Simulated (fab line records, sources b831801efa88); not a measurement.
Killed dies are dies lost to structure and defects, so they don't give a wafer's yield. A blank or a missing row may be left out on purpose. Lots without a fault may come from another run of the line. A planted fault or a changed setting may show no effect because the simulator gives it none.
One fault seen from 2 desks | flow sky130 | each desk has only its own numbers; what lay behind them comes last

THE TOOL OWNER'S DESK: pvd_sputter-04
The tool's own readings at SKY_METAL5_SPUTTER_03 (material Ti, target thk 5 nm, time 3.3 s): means of the sampled wafers that have a number, for each lot that ran on this tool. A lot is out of limits, marked OUT, if its mean lies more than 4 standard deviations from the usual mean; the brackets give that distance.
Columns: A = throttle_valve_pct at SKY_METAL5_SPUTTER_03, usual 30.2 %
lot  | first seen here | A
L600 | day 42 04:55    | 31.3
L604 | day 43 19:58    | 29.6
L606 | day 44 04:23    | 29.8
This desk's finding: nothing out of limits on any of the 3 lots.

THE METROLOGY DESK
What the gauges read, lot by lot, whatever tool the lot ran on: means of the sampled wafers that have a number. A lot is out of limits, marked OUT, if its mean lies more than 4 standard deviations from the usual mean; the brackets give that distance.
Columns: A = VIA4_W_RS at SKY_VIA4_RS_MEAS_19, usual 0.2257 ohm/sq; B = VIA4_W_THK at SKY_VIA4_THK_MEAS_20, usual 507 nm
lot  | first seen here | A      | B
L600 | day 42 04:20    | 0.2272 | 509
L601 | day 42 15:58    | 0.2265 | 500
L604 | day 43 19:26    | 0.2249 | 502
L606 | day 44 03:49    | 0.2280 | 507
L617 | day 48 00:17    | 0.2266 | 514
L620 | day 48 20:21    | 0.2266 | 504
This desk's finding: nothing out of limits on any of the 6 lots.

PUT TOGETHER
The tool owner's desk saw nothing out of limits.
The metrology desk saw nothing out of limits.

WHAT THE SIMULATOR HAD PUT IN
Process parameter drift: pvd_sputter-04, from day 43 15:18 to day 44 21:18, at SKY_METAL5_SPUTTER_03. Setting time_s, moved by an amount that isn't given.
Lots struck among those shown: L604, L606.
